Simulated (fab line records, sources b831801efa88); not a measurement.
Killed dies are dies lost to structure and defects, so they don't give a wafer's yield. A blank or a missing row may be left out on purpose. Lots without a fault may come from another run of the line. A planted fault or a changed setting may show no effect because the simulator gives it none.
Chamber matching | flow sky130 | SKY_CAP2M_CVD_00 on pecvd-04: 3 sister chambers
The step deposits SiO2, target thk 15.5 nm. 27 wafers are shown with their chamber, then 12 later ones without.

WAFERS WITH THEIR CHAMBER
wafer  | chamber | heater_power_w (W)
L074.2 | 1       | 850
L074.3 | 2       | 788
L074.4 | 1       | 853
L075.1 | 2       | 701
L075.3 | 1       | 794
L075.5 | 2       | 691
L077.2 | 0       | 894
L077.3 | 1       | 883
L077.4 | 0       | 916
L078.2 | 0       | 799
L078.3 | 1       | 807
L078.5 | 2       | 641
L079.1 | 1       | 893
L079.3 | 0       | 882
L079.6 | 2       | 713
L081.1 | 2       | 711
L081.3 | 0       | 857
L081.4 | 1       | 753
L085.1 | 0       | 728
L085.4 | 0       | 732
L085.5 | 2       | 723
L087.4 | 2       | 682
L087.5 | 0       | 793
L087.6 | 1       | 841
L091.1 | 2       | 765
L091.2 | 0       | 824
L091.5 | 2       | 729

SIGNATURES (means of the wafers above)
reading        | chamber 0 | chamber 1 | chamber 2 | scatter within a chamber
heater_power_w | 825.00    | 834.25    | 714.40    | 53.2
Rule: a wafer's distance from a chamber is the root of the sum, over the readings, of the square of ((its reading less the chamber's mean) divided by the reading's scatter). The wafer belongs to the nearest chamber; if the next one is less than 2 further off, it can't be placed. The scatter: the root of (the sum of the squares of (reading less its chamber's mean) over the shown wafers, divided by (wafers less chambers)).

WAFERS WITHOUT THEIR CHAMBER
wafer  | heater_power_w (W)
L090.2 | 857
L090.3 | 731
L090.5 | 852
L093.3 | 817
L093.5 | 855
L093.6 | 767
L094.2 | 750
L094.3 | 854
L094.4 | 750
L097.1 | 784
L097.3 | 839
L097.6 | 764

WHICH CHAMBER EACH WENT THROUGH
wafer  | from the rows above          | in truth
L090.2 | can't be placed: 1 or 0      | 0
L090.3 | can't be placed: 2 or 0 or 1 | 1
L090.5 | can't be placed: 1 or 0      | 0
L093.3 | can't be placed: 0 or 1 or 2 | 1
L093.5 | can't be placed: 1 or 0      | 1
L093.6 | can't be placed: 2 or 0 or 1 | 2
L094.2 | can't be placed: 2 or 0 or 1 | 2
L094.3 | can't be placed: 1 or 0      | 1
L094.4 | can't be placed: 2 or 0 or 1 | 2
L097.1 | can't be placed: 0 or 1 or 2 | 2
L097.3 | can't be placed: 1 or 0      | 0
L097.6 | can't be placed: 2 or 0 or 1 | 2
Placed correctly: 0 of 12. Can't be placed from these rows: 12 (the true chamber is among the candidates in 12). Placed wrongly: 0.
